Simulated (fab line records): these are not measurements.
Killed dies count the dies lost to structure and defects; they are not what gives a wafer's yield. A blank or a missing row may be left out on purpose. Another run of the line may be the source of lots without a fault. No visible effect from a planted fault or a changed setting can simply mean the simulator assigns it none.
Which tool did it? -- flow sky130 -- Sampling: 12 lots, 36 wafers, 4 of 708 route steps

WHAT THE GAUGES READ, wafer by wafer
No reading from a measuring or inspecting step in the record can be judged against a usual standard deviation.

TOOL THAT RAN EACH LOT (tool first, then ch and the chambers of the sampled wafers, then the start)
lot,SKY_DNWELL_STRIP_08,SKY_VT_ADJUST_PCH_STRIP_09,SKY_SONOS_ONO_SOFTBAKE_09,SKY_SONOS_ONO_STRIP_17
L104,"plasma-asher-04 ch 0,1, day 3 14:17","plasma-asher-01 ch 0,1, day 11 05:50","litho-track-02 ch 0, day 13 03:23","plasma-asher-02 ch 0,1, day 13 16:31"
L105,"plasma-asher-03 ch 0,1, day 3 14:36","plasma-asher-03 ch 0,1, day 11 06:59","litho-track-01 ch 0, day 13 03:09","plasma-asher-04 ch 0,1, day 13 16:17"
L110,"plasma-asher-04 ch 0,1, day 4 16:36","plasma-asher-03 ch 0,1, day 12 18:32","litho-track-02 ch 0, day 14 16:32","plasma-asher-04 ch 0,1, day 15 06:24"
L111,"plasma-asher-04 ch 0,1, day 4 22:18","plasma-asher-01 ch 0,1, day 13 02:17","litho-track-02 ch 0, day 15 02:53","plasma-asher-04 ch 0,1, day 15 17:22"
L112,"plasma-asher-02 ch 0,1, day 5 05:30","plasma-asher-01 ch 0,1, day 13 10:02","litho-track-04 ch 0, day 15 07:24","plasma-asher-02 ch 1, day 15 21:32"
L114,"plasma-asher-02 ch 0,1, day 5 12:42","plasma-asher-03 ch 0,1, day 13 21:50","litho-track-02 ch 0, day 15 19:32","plasma-asher-04 ch 0,1, day 16 10:31"
L115,"plasma-asher-03 ch 0,1, day 5 16:23","plasma-asher-01 ch 0,1, day 14 03:22","litho-track-02 ch 0, day 16 01:37","plasma-asher-04 ch 0,1, day 16 16:02"
L123,"plasma-asher-02 ch 0,1, day 7 10:12","plasma-asher-01 ch 0,1, day 16 18:44","litho-track-01 ch 0, day 18 21:55","plasma-asher-03 ch 0, day 19 13:37"
L124,"plasma-asher-02 ch 0, day 7 17:48","plasma-asher-03 ch 0,1, day 17 00:11","litho-track-04 ch 0, day 19 05:18","plasma-asher-03 ch 0,1, day 19 21:19"
L125,"plasma-asher-02 ch 0,1, day 8 05:59","plasma-asher-04 ch 0,1, day 17 19:59","litho-track-04 ch 0, day 20 00:24","plasma-asher-02 ch 0,1, day 20 16:25"
L126,"plasma-asher-02 ch 0,1, day 8 08:21","plasma-asher-04 ch 0,1, day 18 00:17","litho-track-04 ch 0, day 20 02:56","plasma-asher-03 ch 0,1, day 20 19:04"
L127,"plasma-asher-04 ch 0,1, day 8 12:10","plasma-asher-03 ch 0,1, day 18 04:16","litho-track-01 ch 0, day 20 08:49","plasma-asher-04 ch 0,1, day 21 00:14"
- SKY_DNWELL_STRIP_08: strips in O2/N2.
- SKY_VT_ADJUST_PCH_STRIP_09: strips in O2/N2.
- SKY_SONOS_ONO_SOFTBAKE_09: time 60 s.
- SKY_SONOS_ONO_STRIP_17: strips in O2/N2.

AS READ BY THE TOOLS THEMSELVES (means over the sampled wafers that have a number; for cases with no such wafer, the mark the record gives instead)
SKY_DNWELL_STRIP_08. Usual: drypump-motor-current-A 5.9 A, standard deviation 0.3; oes-product-au 0.723 a.u., standard deviation 0.0048; strip-time-to-endpoint-s 36.91 s, standard deviation 0.1.
lot,tool,drypump-motor-current-A (A),oes-product-au (a.u.),strip-time-to-endpoint-s (s),flag
L104,plasma-asher-04,6.0,0.723,37.02,
L105,plasma-asher-03,5.6,0.723,37.00,
L110,plasma-asher-04,6.0,0.725,36.82,
L111,plasma-asher-04,6.0,0.717,36.90,
L112,plasma-asher-02,6.1,0.718,36.89,
L114,plasma-asher-02,6.1,0.727,36.96,
L115,plasma-asher-03,5.6,0.727,36.91,
L123,plasma-asher-02,6.1,0.721,36.96,
L124,plasma-asher-02,5.7,0.724,36.74,
L125,plasma-asher-02,6.1,0.727,37.00,
L126,plasma-asher-02,5.9,0.728,37.00,
L127,plasma-asher-04,6.0,0.724,36.91,

SKY_VT_ADJUST_PCH_STRIP_09. Usual: drypump-motor-current-A 5.6 A, standard deviation 0.33; oes-product-au 0.722 a.u., standard deviation 0.0043; strip-time-to-endpoint-s 36.92 s, standard deviation 0.12.
lot,tool,drypump-motor-current-A (A),oes-product-au (a.u.),strip-time-to-endpoint-s (s),flag
L104,plasma-asher-01,5.5,0.724,36.91,
L105,plasma-asher-03,5.7,0.724,36.98,
L110,plasma-asher-03,5.6,0.724,36.83,
L111,plasma-asher-01,5.5,0.728,36.80,
L112,plasma-asher-01,5.2,0.717,36.77,
L114,plasma-asher-03,5.6,0.725,36.88,
L115,plasma-asher-01,5.5,0.723,36.66,
L123,plasma-asher-01,5.5,0.723,36.98,
L124,plasma-asher-03,5.6,0.725,36.95,
L125,plasma-asher-04,5.9,0.721,37.06,
L126,plasma-asher-04,5.8,0.725,37.02,
L127,plasma-asher-03,5.6,0.724,36.92,

SKY_SONOS_ONO_SOFTBAKE_09. Usual: heater-power-total-W 56.59 W, standard deviation 0.04; resist-line-temp-C 23.03 C, standard deviation 0.1; run-length-s 89.34 s, standard deviation 0.2.
lot,tool,heater-power-total-W (W),resist-line-temp-C (C),run-length-s (s),flag
L104,litho-track-02,56.54,22.98,89.30,
L105,litho-track-01,56.55,22.97,89.26,
L110,litho-track-02,56.61,22.99,89.29,
L111,litho-track-02,56.59,22.99,89.17,
L112,litho-track-04,56.53,23.02,89.70,
L114,litho-track-02,61.26,23.20,76.97,OFF
L115,litho-track-02,61.28,23.06,76.75,OFF
L123,litho-track-01,56.57,23.13,89.15,
L124,litho-track-04,56.61,22.95,89.56,
L125,litho-track-04,56.58,22.94,89.57,
L126,litho-track-04,56.61,23.03,89.47,
L127,litho-track-01,56.62,23.04,89.30,

SKY_SONOS_ONO_STRIP_17. Usual: drypump-motor-current-A 5.86 A, standard deviation 0.29; oes-product-au 0.710 a.u., standard deviation 0.0041; strip-time-to-endpoint-s 14.09 s, standard deviation 0.038.
lot,tool,drypump-motor-current-A (A),oes-product-au (a.u.),strip-time-to-endpoint-s (s),flag
L104,plasma-asher-02,5.88,0.711,14.08,
L105,plasma-asher-04,5.82,0.710,14.02,
L110,plasma-asher-04,6.01,0.710,14.09,
L111,plasma-asher-04,5.84,0.711,14.11,
L112,plasma-asher-02,6.33,0.711,14.14,
L114,plasma-asher-04,6.00,0.712,14.11,
L115,plasma-asher-04,6.03,0.709,14.08,
L123,plasma-asher-03,5.69,0.709,14.10,
L124,plasma-asher-03,5.65,0.709,14.07,
L125,plasma-asher-02,5.91,0.711,14.05,
L126,plasma-asher-03,5.63,0.708,14.08,
L127,plasma-asher-04,5.99,0.713,14.09,

THE ANSWER, worked out from the rows above alone
Rule: lot off if the mean of its wafers having a number is beyond 3 standard deviations from the usual mean. A lot without any number at a reading at which 4 lots or more have one is off too. Where the step has rows for the other lots, those lots are counted as sound. First the gauges in route order, then the tools' own readings, where a lot's mean is used as printed above. The first step at which some lot is off is used, and at that step the reading that is off furthest; a lot without a number counts as furthest.
Off, at SKY_SONOS_ONO_SOFTBAKE_09 on heater-power-total-W: L114, L115.
If a tool, at that step or one of the process steps before it, ran each lot that is off and ran no sound lot following the first of them, it fits. One fits: litho-track-02 at SKY_SONOS_ONO_SOFTBAKE_09. A fault onset in the window from L111 (day 15 02:53, its last sound lot) to L114 (day 15 19:32, its first lot off) fits.
The tool's own readings at SKY_SONOS_ONO_SOFTBAKE_09 bear it out: on the lots that are off they differ by more than 5 times the standard deviation of the sound lots' means. heater-power-total-W reads 61.27 W there against 56.58 W on the sound lots; run-length-s reads 76.86 s there against 89.38 s on the sound lots.

WHAT THE SIMULATOR PUT IN
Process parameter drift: litho-track-02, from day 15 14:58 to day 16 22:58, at SKY_SONOS_ONO_SOFTBAKE_09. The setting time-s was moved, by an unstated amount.
Struck lots among those shown: L114, L115. The rule above found the same.
